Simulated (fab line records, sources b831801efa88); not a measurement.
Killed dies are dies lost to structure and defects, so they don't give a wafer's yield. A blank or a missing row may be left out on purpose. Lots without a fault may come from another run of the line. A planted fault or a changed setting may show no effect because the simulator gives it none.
Chamber matching | flow gf180mcu | GF_CONTACT_CMP_27 on cmp-02: 4 sister chambers
The step polishes, stops on SiO2, t overpolish 15 s, target thk 0 nm. 8 wafers are shown with their chamber, then 7 later ones without.

WAFERS WITH THEIR CHAMBER
wafer  | chamber | motor_current_A (A) | time_to_endpoint_s (s)
L587.2 | 2       | 10.5                | 71
L587.6 | 1       | 12.3                | 74
L592.1 | 1       | 11.6                | 70
L596.4 | 3       | 10.1                | 71
L596.5 | 3       | 10.3                | 78
L596.6 | 0       | 10.5                | 70
L603.1 | 0       | 10.3                | 71
L603.4 | 2       | 10.1                | 72

WAFERS WITHOUT THEIR CHAMBER
wafer  | motor_current_A (A) | time_to_endpoint_s (s)
L603.6 | 9.9                 | 77
L605.2 | 10.6                | 73
L605.5 | 10.1                | 74
L605.6 | 10.0                | 80
L609.3 | 9.5                 | 79
L609.4 | 12.0                | 72
L609.5 | 10.3                | 72

WHICH CHAMBER EACH WENT THROUGH
wafer  | from the rows above          | in truth
L603.6 | can't be placed: 3 or 2 or 0 | 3
L605.2 | can't be placed: 0 or 2 or 3 | 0
L605.5 | can't be placed: 3 or 2 or 0 | 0
L605.6 | can't be placed: 3 or 2 or 0 | 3
L609.3 | can't be placed: 3 or 2 or 0 | 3
L609.4 | 1                            | 1
L609.5 | can't be placed: 2 or 0 or 3 | 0
Placed correctly: 1 of 7. Can't be placed from these rows: 6 (the true chamber is among the candidates in 6). Placed wrongly: 0.
How it was worked out, from the rows above alone: a wafer's distance from a chamber is the root of the sum, over the readings, of the square of ((its reading less the chamber's mean) divided by the reading's scatter). The wafer belongs to the nearest chamber; if the next one is less than 2 further off, it can't be placed. A chamber's mean is the mean of its shown wafers. The scatter: the root of (the sum of the squares of (reading less its chamber's mean) over the shown wafers, divided by (wafers less chambers)).
